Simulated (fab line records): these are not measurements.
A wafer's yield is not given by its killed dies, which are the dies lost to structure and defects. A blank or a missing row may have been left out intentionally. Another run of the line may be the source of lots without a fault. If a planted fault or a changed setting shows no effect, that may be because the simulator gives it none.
Problem report, 8D (eight disciplines) form, completed by code -- flow sky130 -- the parts of the form that need people (team, actions taken, sign-off) are left out

## 1. PROBLEM STATEMENT
Wafers without a fault read 15.000 s, standard deviation 0.0092; overpolish-run-s at SKY_VIA1_CMP_24 reads a mean of 0.040 s on 4 wafers belonging to 2 lots. That is -99 or more standard deviations from the usual mean.
The step: polishes, stops on SiO2, t overpolish 15 s, target thk 0 nm.
Seen first at day 40 13:23 on cmp-02, wafer L322.3. The record holds 42 wafers of 14 lots with a number at this step. The rule behind "out" and "out of limits": a value lying over 4 standard deviations away from the usual mean. All remaining wafers that have a number are taken as sound.

## 2. WHAT IT IS; WHAT IT IS NOT
question,is,is not
which readings at this step,"overpolish-run-s, time-to-endpoint-s",-
which lots,"L322, L324","L301, L305, L307, L309, L310, L311, L312, L313, L314, L315, L316, L323"
which wafers of those lots,"L322.3, L322.6, L324.3, L324.6","L322.1, L324.1"
read on which tools,cmp-02,cmp-01
when,from day 40 13:23,"up to then (34 sound wafers); but 4 sound wafers of L323, L324 came after"

## 3. WHAT RULES OUT EACH SUSPECT
Counting: if a tool at a process step up to the reading ran every lot that is out, it stays a suspect. Sound lots after the first of them don't rule it out here, since some wafers of a struck lot are sound.
- cmp-02 at SKY_VIA1_CMP_24 (polishes, stops on SiO2, t overpolish 15 s, target thk 0 nm): kept. Ran every lot that is out, first one L322 (day 40 13:23); last sound lot up to then L314 (day 38 09:43). Its own readings are out on those wafers: overpolish-run-s, time-to-endpoint-s.
Left after counting: cmp-02 at SKY_VIA1_CMP_24.

## 4. THE CAUSE (what the simulator had put in)
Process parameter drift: cmp-02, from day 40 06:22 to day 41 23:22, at SKY_VIA1_CMP_24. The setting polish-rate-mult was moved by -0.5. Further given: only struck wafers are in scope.
Only this tool survived the counting.

## 5. THE EFFECT CHAIN, in route order
Each row: a reading whose mean over the struck wafers that have a number lies more than 3 standard deviations from the usual. Only readings for which the record gives a usual standard deviation are gone through. hours: the time from each lot's start at the first step in this table that gives one to its start at this step, as a median over the lots. sigmas: the change in usual standard deviations.
hours,step,reading,usual,on struck wafers,change,sigmas
0,SKY_VIA1_CMP_24,overpolish-run-s,15.000 s,0.040,-14.960,-99 or more
0,SKY_VIA1_CMP_24,time-to-endpoint-s,65 s,106,+41,+12
It contains these process steps:
- SKY_VIA1_CMP_24: polishes, stops on SiO2, t overpolish 15 s, target thk 0 nm.

## 6. WHAT WOULD HAVE CAUGHT IT SOONER
In this record no reading fell out of limits until day 40 13:23, 7 hours after the fault had begun at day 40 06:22.
